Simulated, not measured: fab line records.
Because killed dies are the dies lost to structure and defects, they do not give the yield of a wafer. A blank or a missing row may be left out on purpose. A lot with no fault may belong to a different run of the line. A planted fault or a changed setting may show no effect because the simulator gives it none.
Which tool is to blame?	flow gf180mcu	Sampling: 13 lots, 39 wafers, 5 of 602 route steps

== WHAT THE GAUGES READ, wafer by wafer ==
GF_HV_LDD_OVL_MEAS_08. Usual: for HV_LDD_OVL the level is -0.2 nm and the standard deviation is 1.6.
lot	measured	on	HV_LDD_OVL (nm)	flag
L124	day 10 03:02	overlay-01	-1.2 0.9 -1.6	
L125	day 10 07:25	overlay-02	-2.7 -0.6 -0.8	
L127	day 11 00:23	overlay-01	1.7 -0.2 -1.0	
L129	day 11 10:41	overlay-01	0.8 2.3 1.0	
L128	day 11 10:56	overlay-02	0.4 1.3 1.1	
L130	day 11 19:14	overlay-01	2.0 -0.7 3.5	
L134	day 13 03:02	overlay-01	-1.8 -0.8 -0.5	
L135	day 13 08:18	overlay-01	0.6 2.0 0.9	
L136	day 13 15:11	overlay-01	-5.0 -0.2 -1.7	
L143	day 15 16:13	overlay-01	0.1 -1.4 -1.9	
L144	day 16 02:08	overlay-01	0.1 -0.7 -0.1	
L145	day 16 10:26	overlay-02	-0.8 -1.6 -1.0	
L146	day 16 16:02	overlay-01	-2.4 0.9 1.8	

GF_HV_LDD_CD_MEAS_31 targets a cd of 400 nm. Usual: cd_nm at 400.2 nm, with a standard deviation of 2.5.
lot	measured	on	cd_nm (nm)	flag
L124	day 11 15:45	cd_sem-01	402.9 402.1 404.4	
L125	day 11 19:16	cd_sem-02	404.6 404.6 402.0	
L127	day 12 15:25	cd_sem-01	401.9 400.2 399.7	
L129	day 13 01:49	cd_sem-01	401.2 400.2 400.5	
L128	day 13 02:29	cd_sem-02	394.7 395.1 395.0	
L130	day 13 12:00	cd_sem-02	402.5 402.6 401.7	
L134	day 14 19:47	cd_sem-02	402.4 402.9 404.4	
L135	day 15 02:46	cd_sem-01	403.1 402.3 401.3	
L136	day 15 10:16	cd_sem-02	400.4 399.4 399.9	
L143	day 17 12:59	cd_sem-01	397.5 397.7 397.0	
L144	day 17 22:47	cd_sem-01	403.1 402.0 402.5	
L145	day 18 08:53	cd_sem-02	398.3 397.8 398.8	
L146	day 18 14:36	cd_sem-02	400.5 402.0 403.4	

GF_HV_LDD_RS_MEAS_53: measurement is done with a four-point probe. Usual: for HV_LDD_RS the level is 417.8 ohm/sq and the standard deviation is 0.98.
lot	measured	on	HV_LDD_RS (ohm/sq)	flag
L124	day 12 12:32	film_metro-02	419.0 418.7 419.1	
L125	day 12 16:09	film_metro-02	420.0 417.7 418.2	
L127	day 13 12:51	film_metro-02	418.7 417.6 419.0	
L129	day 13 23:58	film_metro-02	416.8 417.5 417.9	
L128	day 14 00:22	film_metro-02	417.6 417.4 417.1	
L130	day 14 09:40	film_metro-02	416.1 416.3 416.6	
L134	day 15 18:04	film_metro-02	417.7 417.4 417.4	
L135	day 16 01:41	film_metro-02	414.9 415.1 415.1	
L136	day 16 09:24	film_metro-04	418.9 418.2 417.8	
L143	day 18 13:31	film_metro-01	373.4 372.7 373.4	OFF
L144	day 18 23:49	film_metro-01	373.5 372.9 373.0	OFF
L145	day 19 10:16	film_metro-01	417.6 417.1 416.9	
L146	day 19 15:55	film_metro-02	417.6 418.6 418.6	

== EACH LOT AND THE TOOL THAT RAN IT (in order: tool; ch and the chambers of the sampled wafers; start) ==
lot	GF_HV_LDD_IMPLANT_34	GF_HV_LDD_STRIP_37
L124	implanter-02 ch 0, day 11 16:04	plasma_asher-01 ch 0,1, day 11 16:29
L125	implanter-02 ch 0, day 11 19:34	plasma_asher-02 ch 0,1, day 11 20:01
L127	implanter-02 ch 0, day 12 15:43	plasma_asher-02 ch 0, day 12 16:10
L129	implanter-02 ch 0, day 13 02:07	plasma_asher-03 ch 0,1, day 13 02:34
L128	implanter-03 ch 0, day 13 02:47	plasma_asher-03 ch 0,1, day 13 03:13
L130	implanter-03 ch 0, day 13 12:19	plasma_asher-01 ch 1, day 13 12:44
L134	implanter-04 ch 0, day 14 20:05	plasma_asher-03 ch 0,1, day 14 20:31
L135	implanter-04 ch 0, day 15 03:04	plasma_asher-02 ch 0,1, day 15 03:31
L136	implanter-03 ch 0, day 15 10:34	plasma_asher-01 ch 0,1, day 15 11:01
L143	implanter-03 ch 0, day 17 13:17	plasma_asher-02 ch 0,1, day 17 13:43
L144	implanter-03 ch 0, day 17 23:05	plasma_asher-02 ch 1, day 17 23:31
L145	implanter-02 ch 0, day 18 09:11	plasma_asher-01 ch 0,1, day 18 09:37
L146	implanter-02 ch 0, day 18 14:55	plasma_asher-02 ch 0,1, day 18 15:21
- GF_HV_LDD_IMPLANT_34
- GF_HV_LDD_STRIP_37: strips in O2/N2.

== AS READ BY THE TOOLS THEMSELVES (means over the sampled wafers that have a number; for cases with no such wafer, the mark the record gives instead) ==
GF_HV_LDD_IMPLANT_34. Usual: tilt_deg 30.001 degrees, standard deviation 0.021.
lot	tool	tilt_deg (degrees)	flag
L124	implanter-02	30.003	
L125	implanter-02	30.017	
L127	implanter-02	30.023	
L129	implanter-02	29.993	
L128	implanter-03	30.006	
L130	implanter-03	29.991	
L134	implanter-04	29.997	
L135	implanter-04	30.037	
L136	implanter-03	30.012	
L143	implanter-03	-0.005	OFF
L144	implanter-03	-0.009	OFF
L145	implanter-02	29.995	
L146	implanter-02	30.014	

GF_HV_LDD_STRIP_37. Usual: drypump_motor_current_A 5.6 A, standard deviation 0.42; heater_power_w 321 W, standard deviation 37; oes_product_au 0.716 a.u., standard deviation 0.0044; strip_time_to_endpoint_s 12.64 s, standard deviation 0.033.
lot	tool	drypump_motor_current_A (A)	heater_power_w (W)	oes_product_au (a.u.)	strip_time_to_endpoint_s (s)	flag
L124	plasma_asher-01	5.9	358	0.717	12.65	
L125	plasma_asher-02	5.4	330	0.718	12.62	
L127	plasma_asher-02	5.6	341	0.717	12.62	
L129	plasma_asher-03	5.6	297	0.713	12.63	
L128	plasma_asher-03	5.6	296	0.716	12.61	
L130	plasma_asher-01	6.2	291	0.718	12.62	
L134	plasma_asher-03	5.4	297	0.715	12.57	
L135	plasma_asher-02	5.4	329	0.717	12.62	
L136	plasma_asher-01	6.1	320	0.717	12.67	
L143	plasma_asher-02	5.1	316	0.720	12.65	
L144	plasma_asher-02	5.0	300	0.714	12.72	
L145	plasma_asher-01	6.0	318	0.714	12.67	
L146	plasma_asher-02	5.4	324	0.718	12.65	

== THE ANSWER, worked out from the rows above alone ==
Rule: lot off if the mean of its wafers having a number is beyond 3 standard deviations from the usual mean. Also off: a lot with no number at a reading for which 4 or more lots have one. Any other lot the step has rows for is counted as sound. After the gauges, taken in route order, come the tools' own readings; for these a lot's mean is taken, as printed above. At the first step where some lot is off, the reading lying furthest off is the one used; lots without a number count as furthest.
Off: L143, L144, at GF_HV_LDD_RS_MEAS_53 (HV_LDD_RS).
If a tool, at a process step before that reading, ran all the lots that are off and no sound lot after the first of them, it fits. Not tried: the gauges at GF_HV_LDD_RS_MEAS_53; whatever is off there is also off at GF_HV_LDD_IMPLANT_34, on other tools, and gauge error can't account for it. One fits: implanter-03 at GF_HV_LDD_IMPLANT_34. Its last sound lot is L136 (day 15 10:34), its first lot that is off L143 (day 17 13:17): a fault that began between those two fits.
The tool's own readings at GF_HV_LDD_IMPLANT_34 bear it out: on the lots that are off they differ by more than 5 times the standard deviation of the sound lots' means. tilt_deg reads -0.007 degrees there against 30.008 degrees on the sound lots.

== WHAT THE SIMULATOR PUT IN ==
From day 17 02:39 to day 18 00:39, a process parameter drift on implanter-03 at GF_HV_LDD_IMPLANT_34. The setting tilt_deg was moved by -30, starting from 30. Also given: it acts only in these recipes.
Shown lots that were struck: L143, L144. The rule given above showed the same thing.
